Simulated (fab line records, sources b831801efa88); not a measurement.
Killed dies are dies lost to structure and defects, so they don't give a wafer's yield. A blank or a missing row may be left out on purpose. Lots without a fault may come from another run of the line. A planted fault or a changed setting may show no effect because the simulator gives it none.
Which tool did it? | flow gf180mcu | 10 lots, 30 wafers sampled, at 5 steps of a route of 602

WHAT THE GAUGES READ, wafer by wafer
GF_MIM_RS_MEAS_10: measures by four-point-probe.
lot  | measured     | on            | MIM_ALCU_RS (ohm/sq)
L279 | day 24 17:20 | film_metro-02 | 0.1603 0.1604 0.1586
L281 | day 25 13:58 | film_metro-03 | 0.1623 0.1603 0.1623
L282 | day 25 22:20 | film_metro-03 | 0.1624 0.1610 0.1593
L285 | day 26 20:38 | film_metro-02 | 0.1582 0.1585 0.1611
L286 | day 27 09:52 | film_metro-02 | 0.1591 0.1588 0.1560
L291 | day 28 22:28 | film_metro-04 | 0.1005 0.1010 0.0999 0.1004 0.1009 0.1002
L292 | day 29 01:19 | film_metro-02 | 0.1003 0.1005 0.1000 0.1002 0.1008 0.1001
L298 | day 30 14:37 | film_metro-04 | 0.1611 0.1607 0.1594
L299 | day 30 16:54 | film_metro-03 | 0.1559 0.1571 0.1568
L300 | day 31 02:13 | film_metro-04 | 0.1596 0.1606 0.1624

WHICH TOOL RAN EACH LOT (tool, then ch and the chambers of the sampled wafers, then the start)
lot  | GF_V4_ETCH_17                                 | GF_MIM_SPUTTER_01            | GF_MIM_SPUTTER_02            | GF_MIM_SPUTTER_08
L279 | rie_diel-01 ch 0,2,3, day 24 17:02 or earlier | pvd_sputter-03, day 24 17:02 | pvd_sputter-03, day 24 17:04 | pvd_sputter-01, day 24 17:17
L281 | rie_diel-03 ch 0,2,3, day 25 13:38 or earlier | pvd_sputter-03, day 25 13:38 | pvd_sputter-03, day 25 13:40 | pvd_sputter-01, day 25 13:53
L282 | rie_diel-01 ch 0,1,2, day 25 22:01 or earlier | pvd_sputter-03, day 25 22:01 | pvd_sputter-03, day 25 22:02 | pvd_sputter-01, day 25 22:17
L285 | rie_diel-04 ch 0,1,2, day 26 20:19 or earlier | pvd_sputter-02, day 26 20:19 | pvd_sputter-02, day 26 20:22 | pvd_sputter-01, day 26 20:35
L286 | rie_diel-01 ch 1,2,3, day 27 09:31 or earlier | pvd_sputter-02, day 27 09:31 | pvd_sputter-02, day 27 09:32 | pvd_sputter-03, day 27 09:46
L291 | rie_diel-04 ch 0,1,3, day 28 22:10 or earlier | pvd_sputter-03, day 28 22:10 | pvd_sputter-03, day 28 22:11 | pvd_sputter-01, day 28 22:25
L292 | rie_diel-04 ch 1,2,3, day 29 00:58 or earlier | pvd_sputter-03, day 29 00:58 | pvd_sputter-03, day 29 01:00 | pvd_sputter-01, day 29 01:14
L298 | rie_diel-03 ch 1,2,3, day 30 14:19 or earlier | pvd_sputter-01, day 30 14:19 | pvd_sputter-01, day 30 14:20 | pvd_sputter-03, day 30 14:34
L299 | rie_diel-03 ch 2,3, day 30 16:35 or earlier   | pvd_sputter-03, day 30 16:35 | pvd_sputter-03, day 30 16:37 | pvd_sputter-02, day 30 16:50
L300 | rie_diel-01 ch 0,2,3, day 31 01:50 or earlier | pvd_sputter-03, day 31 01:50 | pvd_sputter-03, day 31 01:52 | pvd_sputter-02, day 31 02:06
- GF_V4_ETCH_17: etches SiO2 in C4F8/O2/Ar, stops on TiN, target depth 630 nm.
- GF_MIM_SPUTTER_01: material TiN, target thk 30 nm, time 25 s.
- GF_MIM_SPUTTER_02: material AlCu, target thk 450 nm, time 23.9 s.
- GF_MIM_SPUTTER_08: material AlCu, target thk 200 nm, time 10.6 s.

THE ANSWER, worked out from the rows above alone
Rule: what is usual is taken from the lots themselves. Put in order of their means at a reading, lots are off if they are a third of the lots or fewer, leave a main group of 4 or more, and stand apart from it by a gap of 3 or more times the standard deviation of the main group's means; of several such gaps the widest counts. A main group whose means are all the same, to the digits that the tables above print for the reading, isn't used. A lot without any number at a reading at which 4 lots or more have one is off too. The other lots that the step has rows for count as sound.
Off: L291, L292, at GF_MIM_RS_MEAS_10 (MIM_ALCU_RS). The main group: mean 0.1597 ohm/sq, standard deviation 0.0016.
A tool fits if, at a process step before that reading, it ran every lot that is off, and no sound lot after the first of them. The gauges at GF_MIM_RS_MEAS_10 are tried like those tools. GF_V4_ETCH_17 gives no start for some lots, so the hours and the order of its lots are those of GF_MIM_SPUTTER_01. Can't be told from this: 2 tools fit, rie_diel-04 at GF_V4_ETCH_17, pvd_sputter-01 at GF_MIM_SPUTTER_08.

WHAT THE SIMULATOR HAD PUT IN
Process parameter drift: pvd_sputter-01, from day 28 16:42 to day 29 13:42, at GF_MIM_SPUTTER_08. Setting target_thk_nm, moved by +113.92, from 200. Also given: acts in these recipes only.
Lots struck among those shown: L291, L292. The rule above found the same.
